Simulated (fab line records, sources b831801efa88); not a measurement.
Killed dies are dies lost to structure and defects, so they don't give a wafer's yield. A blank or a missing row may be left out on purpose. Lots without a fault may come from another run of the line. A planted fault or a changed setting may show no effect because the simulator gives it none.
Which tool did it? | flow sky130 | 12 lots, 36 wafers sampled, at 5 steps of a route of 708

WHAT THE GAUGES READ, wafer by wafer
SKY_SONOS_TUNNEL_TW_MEAS_12. Usual: SONOS_TUNNEL_TW 197.8, standard deviation 2.
lot  | measured     | on            | SONOS_TUNNEL_TW   | flag
L900 | day 11 08:20 | film_metro-01 | 201.0 199.8 199.9 |
L901 | day 11 15:39 | film_metro-01 | 201.6 200.0 201.0 |
L902 | day 12 01:57 | film_metro-03 | 197.0 196.8 196.3 |
L906 | day 13 12:25 | film_metro-03 | 196.2 197.8 196.6 |
L907 | day 13 21:01 | film_metro-02 | 194.5 194.4 194.8 |
L908 | day 14 03:06 | film_metro-02 | 196.6 196.6 196.0 |
L914 | day 15 23:54 | film_metro-01 | 187.7 188.3 190.4 | OFF
L915 | day 16 13:35 | film_metro-03 | 187.6 187.3 187.4 | OFF
L920 | day 18 03:41 | film_metro-02 | 195.5 195.9 196.0 |
L921 | day 18 21:15 | film_metro-02 | 195.4 195.3 194.8 |
L922 | day 19 07:31 | film_metro-02 | 196.6 196.4 196.6 |
L923 | day 19 10:08 | film_metro-01 | 200.0 200.7 200.8 |

SKY_CONTACT_CD_MEAS_14: target cd 170 nm. Usual: cd_nm 169.6 nm, standard deviation 1.6.
lot  | measured     | on        | cd_nm (nm)        | flag
L900 | day 31 03:14 | cd_sem-02 | 172.2 170.7 170.9 |
L901 | day 31 21:47 | cd_sem-01 | 168.0 168.6 168.9 |
L902 | day 32 14:13 | cd_sem-01 | 171.7 171.3 170.6 |
L906 | day 33 19:47 | cd_sem-02 | 168.8 169.2 168.9 |
L907 | day 34 02:38 | cd_sem-02 | 171.0 172.5 173.0 |
L908 | day 34 08:37 | cd_sem-02 | 167.3 167.6 165.9 |
L914 | day 35 23:35 | cd_sem-02 | 173.0 169.8 171.3 |
L915 | day 36 16:03 | cd_sem-02 | 168.3 168.0 168.4 |
L920 | day 38 12:02 | cd_sem-01 | 169.9 169.1 168.7 |
L921 | day 38 14:18 | cd_sem-01 | 168.0 168.2 167.0 |
L922 | day 38 20:44 | cd_sem-02 | 169.8 169.0 169.3 |
L923 | day 39 03:11 | cd_sem-02 | 168.6 168.7 169.1 |

WHICH TOOL RAN EACH LOT (tool, then ch and the chambers of the sampled wafers, then the start)
lot  | SKY_DNWELL_STRIP_08                 | SKY_SONOS_TUNNEL_IMPLANT_09     | SKY_POLY_CUT_STRIP_12
L900 | plasma_asher-04 ch 0,1, day 3 03:37 | implanter-01 ch 0, day 11 07:56 | plasma_asher-02 ch 0,1, day 23 20:11
L901 | plasma_asher-04 ch 0,1, day 3 09:55 | implanter-02 ch 0, day 11 15:15 | plasma_asher-02 ch 0,1, day 24 14:50
L902 | plasma_asher-02 ch 0,1, day 3 15:37 | implanter-02 ch 0, day 12 01:32 | plasma_asher-02 ch 0,1, day 25 08:40
L906 | plasma_asher-02 ch 0,1, day 4 13:56 | implanter-02 ch 0, day 13 11:59 | plasma_asher-03 ch 0,1, day 26 17:34
L907 | plasma_asher-01 ch 0,1, day 4 19:55 | implanter-01 ch 0, day 13 20:30 | plasma_asher-02 ch 0,1, day 27 00:35
L908 | plasma_asher-02 ch 0,1, day 4 23:43 | implanter-01 ch 0, day 14 02:41 | plasma_asher-02 ch 1, day 27 08:16
L914 | plasma_asher-02 ch 0,1, day 6 08:05 | implanter-01 ch 0, day 15 23:30 | plasma_asher-03 ch 0,1, day 29 02:10
L915 | plasma_asher-04 ch 0,1, day 6 15:49 | implanter-01 ch 0, day 16 13:09 | plasma_asher-01 ch 0,1, day 29 18:53
L920 | plasma_asher-04 ch 0,1, day 7 15:37 | implanter-02 ch 0, day 18 03:17 | plasma_asher-01 ch 1, day 31 16:11
L921 | plasma_asher-02 ch 0,1, day 8 04:44 | implanter-04 ch 0, day 18 20:51 | plasma_asher-01 ch 0,1, day 31 19:20
L922 | plasma_asher-01 ch 0,1, day 8 11:58 | implanter-04 ch 0, day 19 07:06 | plasma_asher-01 ch 0, day 32 03:26
L923 | plasma_asher-04 ch 0,1, day 8 12:02 | implanter-04 ch 0, day 19 09:43 | plasma_asher-02 ch 1, day 32 09:58
- SKY_DNWELL_STRIP_08: strips in O2/N2.
- SKY_SONOS_TUNNEL_IMPLANT_09
- SKY_POLY_CUT_STRIP_12: strips in O2/N2.

WHAT THE TOOLS THEMSELVES READ (means of the sampled wafers that have a number; where no wafer has one, the mark that the record gives instead)
SKY_DNWELL_STRIP_08. Usual: drypump_motor_current_A 5.5 A, standard deviation 0.35; oes_product_au 0.722 a.u., standard deviation 0.0043; strip_time_to_endpoint_s 36.86 s, standard deviation 0.1.
lot  | tool            | drypump_motor_current_A (A) | oes_product_au (a.u.) | strip_time_to_endpoint_s (s) | flag
L900 | plasma_asher-04 | 5.3                         | 0.723                 | 36.96                        |
L901 | plasma_asher-04 | 5.4                         | 0.722                 | 36.98                        |
L902 | plasma_asher-02 | 5.6                         | 0.719                 | 36.73                        |
L906 | plasma_asher-02 | 5.6                         | 0.717                 | 36.81                        |
L907 | plasma_asher-01 | 6.5                         | 0.727                 | 36.79                        |
L908 | plasma_asher-02 | 5.4                         | 0.728                 | 36.90                        |
L914 | plasma_asher-02 | 5.6                         | 0.722                 | 36.83                        |
L915 | plasma_asher-04 | 5.3                         | 0.721                 | 36.81                        |
L920 | plasma_asher-04 | 5.3                         | 0.724                 | 36.87                        |
L921 | plasma_asher-02 | 5.6                         | 0.722                 | 37.00                        |
L922 | plasma_asher-01 | 6.5                         | 0.724                 | 36.67                        |
L923 | plasma_asher-04 | 5.3                         | 0.724                 | 36.82                        |

SKY_SONOS_TUNNEL_IMPLANT_09. Usual: beam_on_s 9.99 s, standard deviation 0.22; faraday_current_uA 5.65, standard deviation 0.12.
lot  | tool         | beam_on_s (s) | faraday_current_uA | flag
L900 | implanter-01 | 9.79          | 5.77               |
L901 | implanter-02 | 9.90          | 5.69               |
L902 | implanter-02 | 10.00         | 5.65               |
L906 | implanter-02 | 10.01         | 5.65               |
L907 | implanter-01 | 9.97          | 5.66               |
L908 | implanter-01 | 9.83          | 5.74               |
L914 | implanter-01 | 8.12          | 6.95               | OFF
L915 | implanter-01 | 8.13          | 6.95               | OFF
L920 | implanter-02 | 9.83          | 5.73               |
L921 | implanter-04 | 9.93          | 5.67               |
L922 | implanter-04 | 9.93          | 5.69               |
L923 | implanter-04 | 10.14         | 5.58               |

SKY_POLY_CUT_STRIP_12. Usual: drypump_motor_current_A 5.9 A, standard deviation 0.48; oes_product_au 0.452 a.u., standard deviation 0.0045; strip_time_to_endpoint_s 5.354 s, standard deviation 0.02.
lot  | tool            | drypump_motor_current_A (A) | oes_product_au (a.u.) | strip_time_to_endpoint_s (s) | flag
L900 | plasma_asher-02 | 5.5                         | 0.452                 | 5.394                        |
L901 | plasma_asher-02 | 5.6                         | 0.452                 | 5.361                        |
L902 | plasma_asher-02 | 5.6                         | 0.451                 | 5.345                        |
L906 | plasma_asher-03 | 5.6                         | 0.452                 | 5.355                        |
L907 | plasma_asher-02 | 5.6                         | 0.449                 | 5.336                        |
L908 | plasma_asher-02 | 5.7                         | 0.454                 | 5.341                        |
L914 | plasma_asher-03 | 5.6                         | 0.451                 | 5.334                        |
L915 | plasma_asher-01 | 6.6                         | 0.451                 | 5.348                        |
L920 | plasma_asher-01 | 6.6                         | 0.455                 | 5.348                        |
L921 | plasma_asher-01 | 6.6                         | 0.453                 | 5.354                        |
L922 | plasma_asher-01 | 6.5                         | 0.450                 | 5.322                        |
L923 | plasma_asher-02 | 5.7                         | 0.454                 | 5.355                        |

THE ANSWER, worked out from the rows above alone
Rule: a lot is off if the mean of its wafers that have a number lies more than 3 standard deviations from the usual mean. A lot without any number at a reading at which 4 lots or more have one is off too. The other lots that the step has rows for count as sound. The gauges are gone through in route order, then the tools' own readings, and for those a lot's mean is taken as printed above. The first step at which some lot is off is used, and at that step the reading that is off furthest; a lot without a number counts as furthest.
Off: L914, L915, at SKY_SONOS_TUNNEL_TW_MEAS_12 (SONOS_TUNNEL_TW).
A tool fits if, at a process step before that reading, it ran every lot that is off, and no sound lot after the first of them. The gauges at SKY_SONOS_TUNNEL_TW_MEAS_12 aren't tried: what is off there is off at SKY_SONOS_TUNNEL_IMPLANT_09 too, on other tools, and a gauge's error can't cause that. One fits: implanter-01 at SKY_SONOS_TUNNEL_IMPLANT_09. Its last sound lot is L908 (day 14 02:41), its first lot that is off L914 (day 15 23:30): a fault that began between those two fits.
The tool's own readings at SKY_SONOS_TUNNEL_IMPLANT_09 bear it out: on the lots that are off they differ by more than 5 times the standard deviation of the sound lots' means. beam_on_s reads 8.12 s there against 9.93 s on the sound lots; faraday_current_uA reads 6.95 there against 5.68 on the sound lots.

WHAT THE SIMULATOR HAD PUT IN
Process parameter drift: implanter-01, from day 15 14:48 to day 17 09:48, at SKY_SONOS_TUNNEL_IMPLANT_09. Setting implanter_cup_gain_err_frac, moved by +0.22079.
Lots struck among those shown: L914, L915. The rule above found the same.
